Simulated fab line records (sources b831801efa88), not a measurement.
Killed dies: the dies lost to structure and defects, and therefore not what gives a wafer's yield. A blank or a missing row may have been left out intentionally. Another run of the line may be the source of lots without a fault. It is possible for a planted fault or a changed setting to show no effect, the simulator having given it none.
Chamber matching | flow sfq line | cmp-02 running SFQ_TRILAYER_I6_CMP_CMP_166: 4 sister chambers
The step polishes SiO2. 4 wafers are shown with their chamber, then 7 later ones without.

EACH WAFER AND ITS CHAMBER
wafer  | chamber | motor current A (A)
L593.1 | 2       | 9.8
L595.5 | 1       | 10.5
L608.1 | 0       | 9.7
L608.2 | 3       | 11.5

WAFERS WITHOUT THEIR CHAMBER
wafer  | motor current A (A)
L608.3 | 9.7
L610.2 | 9.9
L610.5 | 9.9
L610.6 | 9.8
L615.1 | 9.2
L615.2 | 12.2
L615.3 | 9.8

WHICH CHAMBER EACH WENT THROUGH
wafer  | from the rows above          | in truth
L608.3 | can't be placed: 0 or 2      | 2
L610.2 | can't be placed: 2 or 0 or 1 | 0
L610.5 | can't be placed: 2 or 0 or 1 | 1
L610.6 | can't be placed: 2 or 0      | 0
L615.1 | can't be placed: 0 or 2      | 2
L615.2 | 3                            | 3
L615.3 | can't be placed: 2 or 0      | 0
Correct placement for 1 of the 7. Cannot be placed on the basis of these rows: 6; the candidates contain the true chamber in 6. 0 placed wrongly.
How it was worked out, from the rows above alone: a wafer's distance from a chamber is the root of the sum, over the readings, of the square of ((its reading less the chamber's mean) divided by the reading's scatter). If the next closest chamber is less than 2 further off than the closest, the wafer can't be placed; otherwise it belongs to the closest. A chamber's mean is the mean of its shown wafers. The scatter: root of mean squared gap, hidden wafer to nearest shown wafer, with one shown wafer a chamber.
